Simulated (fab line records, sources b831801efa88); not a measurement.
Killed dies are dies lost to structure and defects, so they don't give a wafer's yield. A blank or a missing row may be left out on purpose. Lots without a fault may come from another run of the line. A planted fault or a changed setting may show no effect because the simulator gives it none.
Split-lot experiment | flow gf180mcu | 5 lots, 23 wafers read, on a route of 602 steps

THE SPLIT
At GF_NWELL_IMPLANT_08, the setting energy_kev was moved away from the recipe's 450 on 10 of the 23 wafers read, by -5.0% to +8.7%. The other wafers ran this setting at the recipe's value.

The reading is taken at the split's own step.

THE READING
implant.drp_nm (the simulator's own value, which no gauge read), in nm, at GF_NWELL_IMPLANT_08. The file gives no usual value for it.

wafer  | tool, chamber at the split | energy_kev as run | against the recipe | implant.drp_nm, nm | against lot-mates on the recipe
L074.1 | implanter-02, 0            | 450               | recipe             | 123.9              | -
L074.5 | implanter-02, 0            | 450               | recipe             | 123.9              | -
L074.2 | implanter-02, 0            | 480.7             | +6.8%              | 127.8              | +3.9
L074.3 | implanter-02, 0            | 480.7             | +6.8%              | 127.8              | +3.9
L074.4 | implanter-02, 0            | 480.7             | +6.8%              | 127.8              | +3.9
L075.2 | implanter-02, 0            | 475               | +5.6%              | 127.1              | +3.2
L075.4 | implanter-02, 0            | 475               | +5.6%              | 127.1              | +3.2
L075.5 | implanter-02, 0            | 475               | +5.6%              | 127.1              | +3.2
L075.3 | implanter-02, 0            | 450               | recipe             | 123.9              | -
L075.6 | implanter-02, 0            | 450               | recipe             | 123.9              | -
L082.1 | implanter-03, 0            | 489.2             | +8.7%              | 128.9              | +5.0
L082.2 | implanter-03, 0            | 489.2             | +8.7%              | 128.9              | +5.0
L082.3 | implanter-03, 0            | 450               | recipe             | 123.9              | -
L082.4 | implanter-03, 0            | 450               | recipe             | 123.9              | -
L082.5 | implanter-03, 0            | 450               | recipe             | 123.9              | -
L084.1 | implanter-02, 0            | 450               | recipe             | 123.9              | -
L084.4 | implanter-02, 0            | 450               | recipe             | 123.9              | -
L084.5 | implanter-02, 0            | 450               | recipe             | 123.9              | -
L084.2 | implanter-02, 0            | 427.7             | -5.0%              | 120.9              | -3.0
L084.6 | implanter-02, 0            | 427.7             | -5.0%              | 120.9              | -3.0
L085.1 | implanter-04, 0            | 450               | recipe             | 123.9              | -
L085.3 | implanter-04, 0            | 450               | recipe             | 123.9              | -
L085.5 | implanter-04, 0            | 450               | recipe             | 123.9              | -

THE FIT
A straight line over all 23 wafers: implant.drp_nm changes by +0.58 nm for each +1% of energy_kev; r = +1.00; the points scatter about the line by 0.04 nm.
The same after taking each lot's own level away (the mean of its wafers on the recipe; 23 wafers): +0.58 nm for each +1%; r = +1.00; scatter 0.04 nm.
On that fit, the largest move of energy_kev shifts the reading by 5.1 nm.
The lots' own levels span 123.90 to 123.90 nm.
So the lot-to-lot level changes the slope little: the two slopes agree.
Check: with one of the wafers moved furthest among these (+8.7%) left out of the fit, the line predicts +5.03 nm for it against its lot-mates. It came out at +5 nm against them.

OTHER SPLITS ON THESE WAFERS
These wafers also went through other splits before the reading. Each is held against what the fit with the lots' levels taken away leaves over:
other split on the same wafers | wafers away from the commonest value | r with implant.drp_nm (lot level and that fit taken away)
GF_STI_OXIDATION_01 temp_c     | 10                                   | +0.22
GF_NWELL_COAT_02 resist_thk_nm | 10                                   | -0.05

THE WHOLE CHAIN: every reading that the file lists as answering this split, in the file's order
step                | what it does | reading                                                         | change (the file's fit)               | r (the file's)
GF_NWELL_IMPLANT_08 |              | implant.rp_nm (the simulator's own value, which no gauge read)  | +4.88 nm for each +1% of the setting  | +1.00
GF_NWELL_IMPLANT_08 |              | implant.drp_nm (the simulator's own value, which no gauge read) | +0.586 nm for each +1% of the setting | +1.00

THE FILE'S OWN FIT
implant.drp_nm changes by +0.586 nm for each +1% of energy_kev, r = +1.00.
